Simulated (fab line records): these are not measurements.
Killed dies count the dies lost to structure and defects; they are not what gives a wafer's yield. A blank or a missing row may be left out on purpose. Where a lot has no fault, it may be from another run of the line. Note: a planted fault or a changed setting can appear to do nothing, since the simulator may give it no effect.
fab line records / flow gf180mcu
record lots=12 wafers=36 last-day=34
route steps=602 shown NSD@243 SALICIDE@280
lots that met no fault: taken from a fault-free run of the same line
start-h: start of the lot's first displayed wafer, in hours after the record's first day / wait-h: time in hours since the lot's previous step / " the same as in the row above / L1.1+2: one row covering several wafers at once / - no value, or no start given / * or withheld: withheld / < > ~ a bound
route shown NAME@n: a module of which the file shows steps, and the number in the route of the first / usual: mean/standard deviation taken from wafers without a fault / same: alike in all rows / chamber/n: place in a boat / sites: each site's reading / _std_site: their standard deviation / _edge_site: outer sites' mean less inner sites' / radius-mm: for every site, how far away it sits from the centre of the wafer / mask NAME#n: copy n / behind: the most recent tool/chamber to have shaped the wafer / hold: why the lot was held/for how many hours/how that ended / device: the transistor (n, p or np) that didn't switch / end of line: tests of these same wafers at the route's end / a step without rows: its recipe alone / killed: dies lost to structure and defects at the first sort, not the wafer's yield / map: per-die view of a wafer (x killed, . not killed, _ where there is no die)
set.NAME: the setting the step ran with; set.NAME@STEP: the setting that earlier step ran with / model.NAME: the simulator's own value behind a step, which no gauge read
a sample of lots followed through the steps of the route, with each step as a table and each wafer as a row
services: from which hour (start-h, from the record's first day; less than 0 if before it) a tool's chamber was out of use, for how many hours, and why
## steps
# step GF_NSD_OVL_MEAS_08
# usual NSD_OVL=1.5/1.5
lot.wafer=L316.2 tool=overlay-01 chamber=- start-h=296.54 wait-h=0.1 NSD_OVL[nm]=2.9
lot.wafer=L316.4 tool=overlay-01 chamber=- start-h=296.54 wait-h=0.1 NSD_OVL[nm]=2.5
lot.wafer=L316.6 tool=overlay-01 chamber=- start-h=296.54 wait-h=0.1 NSD_OVL[nm]=3.3
lot.wafer=L317.3 tool=overlay-01 chamber=- start-h=305.40 wait-h=0.1 NSD_OVL[nm]=2.5
lot.wafer=L317.4 tool=overlay-01 chamber=- start-h=305.40 wait-h=0.1 NSD_OVL[nm]=1.7
lot.wafer=L317.6 tool=overlay-01 chamber=- start-h=305.40 wait-h=0.1 NSD_OVL[nm]=2.0
lot.wafer=L318.1 tool=overlay-01 chamber=- start-h=322.95 wait-h=0.1 NSD_OVL[nm]=1.6
lot.wafer=L318.3 tool=overlay-01 chamber=- start-h=322.95 wait-h=0.1 NSD_OVL[nm]=1.9
lot.wafer=L318.5 tool=overlay-01 chamber=- start-h=322.95 wait-h=0.1 NSD_OVL[nm]=0.9
lot.wafer=L319.4 tool=overlay-02 chamber=- start-h=325.30 wait-h=0.1 NSD_OVL[nm]=-0.4
lot.wafer=L319.5 tool=overlay-02 chamber=- start-h=325.30 wait-h=0.1 NSD_OVL[nm]=-1.7
lot.wafer=L319.6 tool=overlay-02 chamber=- start-h=325.30 wait-h=0.1 NSD_OVL[nm]=-1.2
lot.wafer=L320.2 tool=overlay-02 chamber=- start-h=332.74 wait-h=0.1 NSD_OVL[nm]=1.4
lot.wafer=L320.5 tool=overlay-02 chamber=- start-h=332.74 wait-h=0.1 NSD_OVL[nm]=1.5
lot.wafer=L320.6 tool=overlay-02 chamber=- start-h=332.74 wait-h=0.1 NSD_OVL[nm]=0.9
lot.wafer=L321.1 tool=overlay-01 chamber=- start-h=342.28 wait-h=0.1 NSD_OVL[nm]=2.9
lot.wafer=L321.4 tool=overlay-01 chamber=- start-h=342.28 wait-h=0.1 NSD_OVL[nm]=1.4
lot.wafer=L321.5 tool=overlay-01 chamber=- start-h=342.28 wait-h=0.1 NSD_OVL[nm]=3.3
lot.wafer=L329.1 tool=overlay-02 chamber=- start-h=406.83 wait-h=0.1 NSD_OVL[nm]=0.0
lot.wafer=L329.4 tool=overlay-02 chamber=- start-h=406.83 wait-h=0.1 NSD_OVL[nm]=1.3
lot.wafer=L329.5 tool=overlay-02 chamber=- start-h=406.83 wait-h=0.1 NSD_OVL[nm]=0.6
lot.wafer=L334.3 tool=overlay-02 chamber=- start-h=455.39 wait-h=0.1 NSD_OVL[nm]=3.3
lot.wafer=L334.5 tool=overlay-02 chamber=- start-h=455.39 wait-h=0.1 NSD_OVL[nm]=2.7
lot.wafer=L334.6 tool=overlay-02 chamber=- start-h=455.39 wait-h=0.1 NSD_OVL[nm]=2.0
lot.wafer=L335.1 tool=overlay-02 chamber=- start-h=466.98 wait-h=0.1 NSD_OVL[nm]=3.8
lot.wafer=L335.4 tool=overlay-02 chamber=- start-h=466.98 wait-h=0.1 NSD_OVL[nm]=2.6
lot.wafer=L335.5 tool=overlay-02 chamber=- start-h=466.98 wait-h=0.1 NSD_OVL[nm]=4.1
lot.wafer=L337.2 tool=overlay-01 chamber=- start-h=474.45 wait-h=0.1 NSD_OVL[nm]=1.0
lot.wafer=L337.4 tool=overlay-01 chamber=- start-h=474.45 wait-h=0.1 NSD_OVL[nm]=1.9
lot.wafer=L337.6 tool=overlay-01 chamber=- start-h=474.45 wait-h=0.1 NSD_OVL[nm]=2.4
lot.wafer=L338.2 tool=overlay-02 chamber=- start-h=489.29 wait-h=0.1 NSD_OVL[nm]=1.1
lot.wafer=L338.3 tool=overlay-02 chamber=- start-h=489.29 wait-h=0.1 NSD_OVL[nm]=0.7
lot.wafer=L338.4 tool=overlay-02 chamber=- start-h=489.29 wait-h=0.1 NSD_OVL[nm]=0.8
lot.wafer=L339.2 tool=overlay-01 chamber=- start-h=499.34 wait-h=0.1 NSD_OVL[nm]=4.1
lot.wafer=L339.3 tool=overlay-01 chamber=- start-h=499.34 wait-h=0.1 NSD_OVL[nm]=3.3
lot.wafer=L339.6 tool=overlay-01 chamber=- start-h=499.34 wait-h=0.1 NSD_OVL[nm]=0.3
# step GF_SALICIDE_SPUTTER_02
# recipe material=Co target-thk-nm=10 power-w=1000 time-s=20 chamber-pressure-pa=0.4
# usual throttle-valve-pct=30.6/0.92
lot.wafer=L316.2 tool=pvd-sputter-04 chamber=- start-h=339.51 wait-h=0.0 throttle-valve-pct=29.6
lot.wafer=L316.4 tool=pvd-sputter-04 chamber=- start-h=339.51 wait-h=0.0 throttle-valve-pct=31.6
lot.wafer=L316.6 tool=pvd-sputter-04 chamber=- start-h=339.51 wait-h=0.0 throttle-valve-pct=29.6
lot.wafer=L317.3 tool=pvd-sputter-01 chamber=- start-h=348.71 wait-h=0.0 throttle-valve-pct=30.9
lot.wafer=L317.4 tool=pvd-sputter-01 chamber=- start-h=348.71 wait-h=0.0 throttle-valve-pct=30.5
lot.wafer=L317.6 tool=pvd-sputter-01 chamber=- start-h=348.71 wait-h=0.0 throttle-valve-pct=31.7
lot.wafer=L318.1 tool=pvd-sputter-01 chamber=- start-h=367.02 wait-h=0.0 throttle-valve-pct=31.2
lot.wafer=L318.3 tool=pvd-sputter-01 chamber=- start-h=367.02 wait-h=0.0 throttle-valve-pct=30.6
lot.wafer=L318.5 tool=pvd-sputter-01 chamber=- start-h=367.02 wait-h=0.0 throttle-valve-pct=31.6
lot.wafer=L319.4 tool=pvd-sputter-04 chamber=- start-h=369.97 wait-h=0.0 throttle-valve-pct=31.7
lot.wafer=L319.5 tool=pvd-sputter-04 chamber=- start-h=369.97 wait-h=0.0 throttle-valve-pct=30.6
lot.wafer=L319.6 tool=pvd-sputter-04 chamber=- start-h=369.97 wait-h=0.0 throttle-valve-pct=30.4
lot.wafer=L320.2 tool=pvd-sputter-01 chamber=- start-h=377.71 wait-h=0.0 throttle-valve-pct=30.4
lot.wafer=L320.5 tool=pvd-sputter-01 chamber=- start-h=377.71 wait-h=0.0 throttle-valve-pct=30.6
lot.wafer=L320.6 tool=pvd-sputter-01 chamber=- start-h=377.71 wait-h=0.0 throttle-valve-pct=30.5
lot.wafer=L321.1 tool=pvd-sputter-01 chamber=- start-h=388.10 wait-h=0.0 throttle-valve-pct=32.0
lot.wafer=L321.4 tool=pvd-sputter-01 chamber=- start-h=388.10 wait-h=0.0 throttle-valve-pct=31.3
lot.wafer=L321.5 tool=pvd-sputter-01 chamber=- start-h=388.10 wait-h=0.0 throttle-valve-pct=31.1
lot.wafer=L329.1 tool=pvd-sputter-01 chamber=- start-h=456.22 wait-h=0.0 throttle-valve-pct=30.2
lot.wafer=L329.4 tool=pvd-sputter-01 chamber=- start-h=456.22 wait-h=0.0 throttle-valve-pct=30.3
lot.wafer=L329.5 tool=pvd-sputter-01 chamber=- start-h=456.22 wait-h=0.0 throttle-valve-pct=31.0
lot.wafer=L334.3 tool=pvd-sputter-04 chamber=- start-h=505.96 wait-h=0.0 throttle-valve-pct=30.7
lot.wafer=L334.5 tool=pvd-sputter-04 chamber=- start-h=505.96 wait-h=0.0 throttle-valve-pct=30.5
lot.wafer=L334.6 tool=pvd-sputter-04 chamber=- start-h=505.96 wait-h=0.0 throttle-valve-pct=30.4
lot.wafer=L335.1 tool=pvd-sputter-04 chamber=- start-h=516.49 wait-h=0.0 throttle-valve-pct=30.9
lot.wafer=L335.4 tool=pvd-sputter-04 chamber=- start-h=516.49 wait-h=0.0 throttle-valve-pct=31.4
lot.wafer=L335.5 tool=pvd-sputter-04 chamber=- start-h=516.49 wait-h=0.0 throttle-valve-pct=30.6
lot.wafer=L337.2 tool=pvd-sputter-01 chamber=- start-h=522.86 wait-h=0.0 throttle-valve-pct=31.4
lot.wafer=L337.4 tool=pvd-sputter-01 chamber=- start-h=522.86 wait-h=0.0 throttle-valve-pct=30.3
lot.wafer=L337.6 tool=pvd-sputter-01 chamber=- start-h=522.86 wait-h=0.0 throttle-valve-pct=30.4
lot.wafer=L338.2 tool=pvd-sputter-01 chamber=- start-h=536.95 wait-h=0.0 throttle-valve-pct=30.5
lot.wafer=L338.3 tool=pvd-sputter-01 chamber=- start-h=536.95 wait-h=0.0 throttle-valve-pct=30.6
lot.wafer=L338.4 tool=pvd-sputter-01 chamber=- start-h=536.95 wait-h=0.0 throttle-valve-pct=31.5
lot.wafer=L339.2 tool=pvd-sputter-03 chamber=- start-h=547.04 wait-h=0.0 throttle-valve-pct=29.4
lot.wafer=L339.3 tool=pvd-sputter-03 chamber=- start-h=547.04 wait-h=0.0 throttle-valve-pct=29.7
lot.wafer=L339.6 tool=pvd-sputter-03 chamber=- start-h=547.04 wait-h=0.0 throttle-valve-pct=29.3
# step GF_SALICIDE_SPUTTER_03
# recipe material=TiN target-thk-nm=20 power-w=6500 time-s=16.7 chamber-pressure-pa=0.4
# usual throttle-valve-pct=30.6/0.93
lot.wafer=L316.2 tool=pvd-sputter-04 chamber=- start-h=339.54 wait-h=0.0 throttle-valve-pct=29.5
lot.wafer=L316.4 tool=pvd-sputter-04 chamber=- start-h=339.54 wait-h=0.0 throttle-valve-pct=31.6
lot.wafer=L316.6 tool=pvd-sputter-04 chamber=- start-h=339.54 wait-h=0.0 throttle-valve-pct=29.8
lot.wafer=L317.3 tool=pvd-sputter-01 chamber=- start-h=348.73 wait-h=0.0 throttle-valve-pct=31.1
lot.wafer=L317.4 tool=pvd-sputter-01 chamber=- start-h=348.73 wait-h=0.0 throttle-valve-pct=30.5
lot.wafer=L317.6 tool=pvd-sputter-01 chamber=- start-h=348.73 wait-h=0.0 throttle-valve-pct=31.4
lot.wafer=L318.1 tool=pvd-sputter-01 chamber=- start-h=367.05 wait-h=0.0 throttle-valve-pct=31.1
lot.wafer=L318.3 tool=pvd-sputter-01 chamber=- start-h=367.05 wait-h=0.0 throttle-valve-pct=30.5
lot.wafer=L318.5 tool=pvd-sputter-01 chamber=- start-h=367.05 wait-h=0.0 throttle-valve-pct=31.7
lot.wafer=L319.4 tool=pvd-sputter-04 chamber=- start-h=370.00 wait-h=0.0 throttle-valve-pct=31.4
lot.wafer=L319.5 tool=pvd-sputter-04 chamber=- start-h=370.00 wait-h=0.0 throttle-valve-pct=30.6
lot.wafer=L319.6 tool=pvd-sputter-04 chamber=- start-h=370.00 wait-h=0.0 throttle-valve-pct=30.5
lot.wafer=L320.2 tool=pvd-sputter-01 chamber=- start-h=377.74 wait-h=0.0 throttle-valve-pct=30.4
lot.wafer=L320.5 tool=pvd-sputter-01 chamber=- start-h=377.74 wait-h=0.0 throttle-valve-pct=30.6
lot.wafer=L320.6 tool=pvd-sputter-01 chamber=- start-h=377.74 wait-h=0.0 throttle-valve-pct=30.5
lot.wafer=L321.1 tool=pvd-sputter-01 chamber=- start-h=388.13 wait-h=0.0 throttle-valve-pct=31.7
lot.wafer=L321.4 tool=pvd-sputter-01 chamber=- start-h=388.13 wait-h=0.0 throttle-valve-pct=30.9
lot.wafer=L321.5 tool=pvd-sputter-01 chamber=- start-h=388.13 wait-h=0.0 throttle-valve-pct=31.2
lot.wafer=L329.1 tool=pvd-sputter-01 chamber=- start-h=456.25 wait-h=0.0 throttle-valve-pct=30.4
lot.wafer=L329.4 tool=pvd-sputter-01 chamber=- start-h=456.25 wait-h=0.0 throttle-valve-pct=30.5
lot.wafer=L329.5 tool=pvd-sputter-01 chamber=- start-h=456.25 wait-h=0.0 throttle-valve-pct=31.2
lot.wafer=L334.3 tool=pvd-sputter-04 chamber=- start-h=505.99 wait-h=0.0 throttle-valve-pct=30.6
lot.wafer=L334.5 tool=pvd-sputter-04 chamber=- start-h=505.99 wait-h=0.0 throttle-valve-pct=30.8
lot.wafer=L334.6 tool=pvd-sputter-04 chamber=- start-h=505.99 wait-h=0.0 throttle-valve-pct=30.3
lot.wafer=L335.1 tool=pvd-sputter-04 chamber=- start-h=516.52 wait-h=0.0 throttle-valve-pct=30.8
lot.wafer=L335.4 tool=pvd-sputter-04 chamber=- start-h=516.52 wait-h=0.0 throttle-valve-pct=31.6
lot.wafer=L335.5 tool=pvd-sputter-04 chamber=- start-h=516.52 wait-h=0.0 throttle-valve-pct=30.6
lot.wafer=L337.2 tool=pvd-sputter-01 chamber=- start-h=522.88 wait-h=0.0 throttle-valve-pct=31.4
lot.wafer=L337.4 tool=pvd-sputter-01 chamber=- start-h=522.88 wait-h=0.0 throttle-valve-pct=30.2
lot.wafer=L337.6 tool=pvd-sputter-01 chamber=- start-h=522.88 wait-h=0.0 throttle-valve-pct=30.4
lot.wafer=L338.2 tool=pvd-sputter-01 chamber=- start-h=536.98 wait-h=0.0 throttle-valve-pct=30.6
lot.wafer=L338.3 tool=pvd-sputter-01 chamber=- start-h=536.98 wait-h=0.0 throttle-valve-pct=30.5
lot.wafer=L338.4 tool=pvd-sputter-01 chamber=- start-h=536.98 wait-h=0.0 throttle-valve-pct=31.7
lot.wafer=L339.2 tool=pvd-sputter-03 chamber=- start-h=547.07 wait-h=0.0 throttle-valve-pct=29.4
lot.wafer=L339.3 tool=pvd-sputter-03 chamber=- start-h=547.07 wait-h=0.0 throttle-valve-pct=30.0
lot.wafer=L339.6 tool=pvd-sputter-03 chamber=- start-h=547.07 wait-h=0.0 throttle-valve-pct=29.6
# step GF_SALICIDE_THK_MEAS_05
# recipe thk-meas-gauge=xrf reads=TiN_of_SALICIDE_SPUTTER_03
# usual SALICIDE_TIN_THK=20.1/0.35
lot.wafer=L316.2 tool=film-metro-04 chamber=- start-h=339.69 wait-h=0.1 hold=- SALICIDE_TIN_THK[nm]=20.0
lot.wafer=L316.4 tool=film-metro-04 chamber=- start-h=339.69 wait-h=0.1 hold=- SALICIDE_TIN_THK[nm]=19.7
lot.wafer=L316.6 tool=film-metro-04 chamber=- start-h=339.69 wait-h=0.1 hold=- SALICIDE_TIN_THK[nm]=19.9
lot.wafer=L317.3 tool=film-metro-01 chamber=- start-h=348.90 wait-h=0.1 hold=- SALICIDE_TIN_THK[nm]=19.9
lot.wafer=L317.4 tool=film-metro-01 chamber=- start-h=348.90 wait-h=0.1 hold=- SALICIDE_TIN_THK[nm]=20.0
lot.wafer=L317.6 tool=film-metro-01 chamber=- start-h=348.90 wait-h=0.1 hold=- SALICIDE_TIN_THK[nm]=19.6
lot.wafer=L318.1 tool=film-metro-03 chamber=- start-h=367.19 wait-h=0.1 hold=- SALICIDE_TIN_THK[nm]=20.3
lot.wafer=L318.3 tool=film-metro-03 chamber=- start-h=367.19 wait-h=0.1 hold=- SALICIDE_TIN_THK[nm]=20.5
lot.wafer=L318.5 tool=film-metro-03 chamber=- start-h=367.19 wait-h=0.1 hold=- SALICIDE_TIN_THK[nm]=20.0
lot.wafer=L319.4 tool=film-metro-01 chamber=- start-h=370.18 wait-h=0.1 hold=- SALICIDE_TIN_THK[nm]=20.3
lot.wafer=L319.5 tool=film-metro-01 chamber=- start-h=370.18 wait-h=0.1 hold=- SALICIDE_TIN_THK[nm]=20.2
lot.wafer=L319.6 tool=film-metro-01 chamber=- start-h=370.18 wait-h=0.1 hold=- SALICIDE_TIN_THK[nm]=20.6
lot.wafer=L320.2 tool=film-metro-03 chamber=- start-h=377.90 wait-h=0.1 hold=- SALICIDE_TIN_THK[nm]=20.5
lot.wafer=L320.5 tool=film-metro-03 chamber=- start-h=377.90 wait-h=0.1 hold=- SALICIDE_TIN_THK[nm]=20.6
lot.wafer=L320.6 tool=film-metro-03 chamber=- start-h=377.90 wait-h=0.1 hold=- SALICIDE_TIN_THK[nm]=20.7
lot.wafer=L321.1 tool=film-metro-04 chamber=- start-h=388.27 wait-h=0.1 hold=- SALICIDE_TIN_THK[nm]=19.9
lot.wafer=L321.4 tool=film-metro-04 chamber=- start-h=388.27 wait-h=0.1 hold=- SALICIDE_TIN_THK[nm]=20.2
lot.wafer=L321.5 tool=film-metro-04 chamber=- start-h=388.27 wait-h=0.1 hold=- SALICIDE_TIN_THK[nm]=20.1
lot.wafer=L329.1 tool=film-metro-01 chamber=- start-h=456.40 wait-h=0.1 hold=await-dispo/0.2h/release SALICIDE_TIN_THK[nm]=20.2
lot.wafer=L329.4 tool=film-metro-01 chamber=- start-h=456.40 wait-h=0.1 hold=await-dispo/0.2h/release SALICIDE_TIN_THK[nm]=20.3
lot.wafer=L329.5 tool=film-metro-01 chamber=- start-h=456.40 wait-h=0.1 hold=await-dispo/0.2h/release SALICIDE_TIN_THK[nm]=21.3
lot.wafer=L329.1 tool=film-metro-01 chamber=- start-h=456.63 wait-h=0.2 hold=- SALICIDE_TIN_THK[nm]=20.1
lot.wafer=L329.4 tool=film-metro-01 chamber=- start-h=456.63 wait-h=0.2 hold=- SALICIDE_TIN_THK[nm]=20.3
lot.wafer=L329.5 tool=film-metro-01 chamber=- start-h=456.63 wait-h=0.2 hold=- SALICIDE_TIN_THK[nm]=21.3
lot.wafer=L334.3 tool=film-metro-03 chamber=- start-h=506.15 wait-h=0.1 hold=- SALICIDE_TIN_THK[nm]=19.9
lot.wafer=L334.5 tool=film-metro-03 chamber=- start-h=506.15 wait-h=0.1 hold=- SALICIDE_TIN_THK[nm]=19.7
lot.wafer=L334.6 tool=film-metro-03 chamber=- start-h=506.15 wait-h=0.1 hold=- SALICIDE_TIN_THK[nm]=20.3
lot.wafer=L335.1 tool=film-metro-04 chamber=- start-h=516.67 wait-h=0.1 hold=- SALICIDE_TIN_THK[nm]=19.7
lot.wafer=L335.4 tool=film-metro-04 chamber=- start-h=516.67 wait-h=0.1 hold=- SALICIDE_TIN_THK[nm]=19.8
lot.wafer=L335.5 tool=film-metro-04 chamber=- start-h=516.67 wait-h=0.1 hold=- SALICIDE_TIN_THK[nm]=19.7
lot.wafer=L337.2 tool=film-metro-01 chamber=- start-h=523.04 wait-h=0.1 hold=- SALICIDE_TIN_THK[nm]=19.5
lot.wafer=L337.4 tool=film-metro-01 chamber=- start-h=523.04 wait-h=0.1 hold=- SALICIDE_TIN_THK[nm]=19.6
lot.wafer=L337.6 tool=film-metro-01 chamber=- start-h=523.04 wait-h=0.1 hold=- SALICIDE_TIN_THK[nm]=19.6
lot.wafer=L338.2 tool=film-metro-03 chamber=- start-h=537.14 wait-h=0.1 hold=- SALICIDE_TIN_THK[nm]=20.2
lot.wafer=L338.3 tool=film-metro-03 chamber=- start-h=537.14 wait-h=0.1 hold=- SALICIDE_TIN_THK[nm]=20.3
lot.wafer=L338.4 tool=film-metro-03 chamber=- start-h=537.14 wait-h=0.1 hold=- SALICIDE_TIN_THK[nm]=20.0
lot.wafer=L339.2 tool=film-metro-03 chamber=- start-h=547.23 wait-h=0.1 hold=- SALICIDE_TIN_THK[nm]=20.9
lot.wafer=L339.3 tool=film-metro-03 chamber=- start-h=547.23 wait-h=0.1 hold=- SALICIDE_TIN_THK[nm]=20.8
lot.wafer=L339.6 tool=film-metro-03 chamber=- start-h=547.23 wait-h=0.1 hold=- SALICIDE_TIN_THK[nm]=20.9
# step GF_SALICIDE_RTA_08
# recipe temp-c=800 time-s=30 ambient=N2
# usual lamp-power-pct=15.4/1.2 wafer_temp_C_max=803.5/0.68
lot.wafer=L316.2 tool=rtp-anneal-02 chamber=0 start-h=339.95 wait-h=0.0 lamp-power-pct=16.7 wafer_temp_C_max=803.6
lot.wafer=L316.4 tool=rtp-anneal-02 chamber=0 start-h=339.95 wait-h=0.0 lamp-power-pct=16.7 wafer_temp_C_max=803.3
lot.wafer=L316.6 tool=rtp-anneal-02 chamber=0 start-h=339.95 wait-h=0.0 lamp-power-pct=16.7 wafer_temp_C_max=802.8
lot.wafer=L317.3 tool=rtp-anneal-02 chamber=0 start-h=349.16 wait-h=0.0 lamp-power-pct=16.7 wafer_temp_C_max=802.3
lot.wafer=L317.4 tool=rtp-anneal-02 chamber=0 start-h=349.16 wait-h=0.0 lamp-power-pct=16.7 wafer_temp_C_max=803.0
lot.wafer=L317.6 tool=rtp-anneal-02 chamber=0 start-h=349.16 wait-h=0.0 lamp-power-pct=16.7 wafer_temp_C_max=803.8
lot.wafer=L318.1 tool=rtp-anneal-01 chamber=0 start-h=367.45 wait-h=0.0 lamp-power-pct=14.4 wafer_temp_C_max=803.7
lot.wafer=L318.3 tool=rtp-anneal-01 chamber=0 start-h=367.45 wait-h=0.0 lamp-power-pct=14.4 wafer_temp_C_max=804.7
lot.wafer=L318.5 tool=rtp-anneal-01 chamber=0 start-h=367.45 wait-h=0.0 lamp-power-pct=14.4 wafer_temp_C_max=804.1
lot.wafer=L319.4 tool=rtp-anneal-01 chamber=0 start-h=370.45 wait-h=0.1 lamp-power-pct=14.4 wafer_temp_C_max=803.7
lot.wafer=L319.5 tool=rtp-anneal-01 chamber=0 start-h=370.45 wait-h=0.1 lamp-power-pct=14.4 wafer_temp_C_max=803.9
lot.wafer=L319.6 tool=rtp-anneal-01 chamber=0 start-h=370.45 wait-h=0.1 lamp-power-pct=14.4 wafer_temp_C_max=803.8
lot.wafer=L320.2 tool=rtp-anneal-02 chamber=0 start-h=378.26 wait-h=0.0 lamp-power-pct=16.7 wafer_temp_C_max=804.1
lot.wafer=L320.5 tool=rtp-anneal-02 chamber=0 start-h=378.26 wait-h=0.0 lamp-power-pct=16.7 wafer_temp_C_max=802.9
lot.wafer=L320.6 tool=rtp-anneal-02 chamber=0 start-h=378.26 wait-h=0.0 lamp-power-pct=16.7 wafer_temp_C_max=803.4
lot.wafer=L321.1 tool=rtp-anneal-02 chamber=0 start-h=388.53 wait-h=0.0 lamp-power-pct=16.7 wafer_temp_C_max=802.1
lot.wafer=L321.4 tool=rtp-anneal-02 chamber=0 start-h=388.53 wait-h=0.0 lamp-power-pct=16.7 wafer_temp_C_max=802.9
lot.wafer=L321.5 tool=rtp-anneal-02 chamber=0 start-h=388.53 wait-h=0.0 lamp-power-pct=16.7 wafer_temp_C_max=803.1
lot.wafer=L329.1 tool=rtp-anneal-01 chamber=0 start-h=456.89 wait-h=0.0 lamp-power-pct=14.4 wafer_temp_C_max=802.8
lot.wafer=L329.4 tool=rtp-anneal-01 chamber=0 start-h=456.89 wait-h=0.0 lamp-power-pct=14.4 wafer_temp_C_max=804.1
lot.wafer=L329.5 tool=rtp-anneal-01 chamber=0 start-h=456.89 wait-h=0.0 lamp-power-pct=14.4 wafer_temp_C_max=802.8
lot.wafer=L334.3 tool=rtp-anneal-01 chamber=0 start-h=506.42 wait-h=0.0 lamp-power-pct=14.4 wafer_temp_C_max=804.1
lot.wafer=L334.5 tool=rtp-anneal-01 chamber=0 start-h=506.42 wait-h=0.0 lamp-power-pct=14.4 wafer_temp_C_max=803.0
lot.wafer=L334.6 tool=rtp-anneal-01 chamber=0 start-h=506.42 wait-h=0.0 lamp-power-pct=14.4 wafer_temp_C_max=803.3
lot.wafer=L335.1 tool=rtp-anneal-01 chamber=0 start-h=516.92 wait-h=0.0 lamp-power-pct=14.4 wafer_temp_C_max=803.5
lot.wafer=L335.4 tool=rtp-anneal-01 chamber=0 start-h=516.92 wait-h=0.0 lamp-power-pct=14.4 wafer_temp_C_max=803.9
lot.wafer=L335.5 tool=rtp-anneal-01 chamber=0 start-h=516.92 wait-h=0.0 lamp-power-pct=14.4 wafer_temp_C_max=802.9
lot.wafer=L337.2 tool=rtp-anneal-01 chamber=0 start-h=523.30 wait-h=0.0 lamp-power-pct=14.4 wafer_temp_C_max=804.0
lot.wafer=L337.4 tool=rtp-anneal-01 chamber=0 start-h=523.30 wait-h=0.0 lamp-power-pct=14.4 wafer_temp_C_max=804.9
lot.wafer=L337.6 tool=rtp-anneal-01 chamber=0 start-h=523.30 wait-h=0.0 lamp-power-pct=14.4 wafer_temp_C_max=804.4
lot.wafer=L338.2 tool=rtp-anneal-01 chamber=0 start-h=537.40 wait-h=0.0 lamp-power-pct=14.4 wafer_temp_C_max=803.9
lot.wafer=L338.3 tool=rtp-anneal-01 chamber=0 start-h=537.40 wait-h=0.0 lamp-power-pct=14.4 wafer_temp_C_max=802.9
lot.wafer=L338.4 tool=rtp-anneal-01 chamber=0 start-h=537.40 wait-h=0.0 lamp-power-pct=14.4 wafer_temp_C_max=803.6
lot.wafer=L339.2 tool=rtp-anneal-02 chamber=0 start-h=547.48 wait-h=0.0 lamp-power-pct=16.7 wafer_temp_C_max=803.9
lot.wafer=L339.3 tool=rtp-anneal-02 chamber=0 start-h=547.48 wait-h=0.0 lamp-power-pct=16.7 wafer_temp_C_max=803.9
lot.wafer=L339.6 tool=rtp-anneal-02 chamber=0 start-h=547.48 wait-h=0.0 lamp-power-pct=16.7 wafer_temp_C_max=802.8
## services
tool=pvd-sputter-01 chamber=- start-h=319.99 hours=0.9 kind=repair
tool=pvd-sputter-01 chamber=2 start-h=325.51 hours=- kind=consumable-replace:kit
tool=pvd-sputter-01 chamber=2 start-h=325.51 hours=18.0 kind=scheduled-down
tool=pvd-sputter-01 chamber=2 start-h=325.51 hours=18.0 kind=vent-cycle
tool=rtp-anneal-01 chamber=- start-h=353.44 hours=12.5 kind=pm
tool=pvd-sputter-03 chamber=1 start-h=378.68 hours=- kind=consumable-replace:kit
tool=pvd-sputter-03 chamber=1 start-h=378.68 hours=18.0 kind=scheduled-down
tool=pvd-sputter-03 chamber=1 start-h=378.68 hours=18.0 kind=vent-cycle
tool=rtp-anneal-02 chamber=- start-h=413.04 hours=4.6 kind=pm
tool=pvd-sputter-04 chamber=0 start-h=430.26 hours=- kind=consumable-replace:kit
tool=pvd-sputter-04 chamber=0 start-h=430.26 hours=18.0 kind=scheduled-down
tool=pvd-sputter-04 chamber=0 start-h=430.26 hours=18.0 kind=vent-cycle
tool=pvd-sputter-03 chamber=- start-h=488.68 hours=24.3 kind=repair
tool=pvd-sputter-01 chamber=- start-h=502.23 hours=3.8 kind=repair
tool=pvd-sputter-01 chamber=1 start-h=541.41 hours=- kind=consumable-replace:kit
tool=pvd-sputter-01 chamber=1 start-h=541.41 hours=18.0 kind=scheduled-down
tool=pvd-sputter-01 chamber=1 start-h=541.41 hours=18.0 kind=vent-cycle
## key
first-sign step=GF_SALICIDE_THK_MEAS_05 reading=visit direction=added
effect step=GF_SALICIDE_THK_MEAS_05 reading=SALICIDE_TIN_THK direction=up sigmas=3.3 usual=20.1 struck=21.3
met-at GF_SALICIDE_SPUTTER_03
struck-lots L329
struck-wafers L329.5
tester-left-out L329
not-acting-at GF_NSD_OVL_MEAS_08,GF_SALICIDE_SPUTTER_02,GF_SALICIDE_RTA_08
onset-between 388.13 456.25
fault kind=process-parameter-drift tool=pvd-sputter-01 chamber=- onset-h=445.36 steps=GF_SALICIDE_SPUTTER_03 channel=target-thk-nm offset=1.2081 shape=step end-h=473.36 acts-in=these-recipes-only stated=20 scope=struck-wafers-only
# tester-left-out: of these lots the tester's yield and bins aren't shown, on N5 and GAA mostly nor the transistor test; their killed dies are dies lost to structure and defects alone, not to doping, threshold or leakage, so they don't give the yield
